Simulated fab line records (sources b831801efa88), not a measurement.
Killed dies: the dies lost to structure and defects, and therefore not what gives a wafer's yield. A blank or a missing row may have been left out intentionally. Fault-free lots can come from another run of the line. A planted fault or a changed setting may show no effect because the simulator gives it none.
Chamber matching :: flow gf180mcu :: cmp-01 running GF_CONTACT_CMP_27: 4 sister chambers
The step polishes, stops on SiO2, t overpolish 13.59 s, target thk 0 nm. 4 wafers are shown with their chamber, then 9 later ones without.

== EACH WAFER AND ITS CHAMBER ==
wafer: L660.5
chamber: 1
motor_current_A (A): 11.5

wafer: L665.2
chamber: 3
motor_current_A (A): 12.6

wafer: L665.3
chamber: 2
motor_current_A (A): 9.6

wafer: L665.4
chamber: 0
motor_current_A (A): 9.9

== WAFERS MISSING THEIR CHAMBER ==
wafer: L666.1
motor_current_A (A): 9.3

wafer: L666.3
motor_current_A (A): 10.4

wafer: L666.4
motor_current_A (A): 13.0

wafer: L669.1
motor_current_A (A): 11.3

wafer: L669.2
motor_current_A (A): 9.6

wafer: L669.3
motor_current_A (A): 12.6

wafer: L673.4
motor_current_A (A): 10.2

wafer: L673.5
motor_current_A (A): 10.1

wafer: L673.6
motor_current_A (A): 11.3

== WHICH CHAMBER EACH WENT THROUGH ==
wafer: L666.1
from the rows above: can't be placed: 2 or 0
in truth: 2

wafer: L666.3
from the rows above: can't be placed: 0 or 2
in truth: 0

wafer: L666.4
from the rows above: 3
in truth: 3

wafer: L669.1
from the rows above: 1
in truth: 1

wafer: L669.2
from the rows above: can't be placed: 2 or 0
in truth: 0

wafer: L669.3
from the rows above: 3
in truth: 3

wafer: L673.4
from the rows above: can't be placed: 0 or 2
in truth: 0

wafer: L673.5
from the rows above: can't be placed: 0 or 2
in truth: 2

wafer: L673.6
from the rows above: 1
in truth: 1
4 of 9 placed correctly. Not placeable from these rows: 5 (in 5, the candidates include the true chamber). 0 placed wrongly.
How it was worked out, from the rows above alone: a wafer's distance from a chamber is the root of the sum, over the readings, of the square of ((its reading less the chamber's mean) divided by the reading's scatter). The wafer belongs to the nearest chamber; if the next one is less than 2 further off, it can't be placed. The mean given for a chamber averages the wafers shown for that chamber. The scatter: with one shown wafer a chamber, the root of the mean of the squares of how far each hidden wafer lies from its nearest shown one.
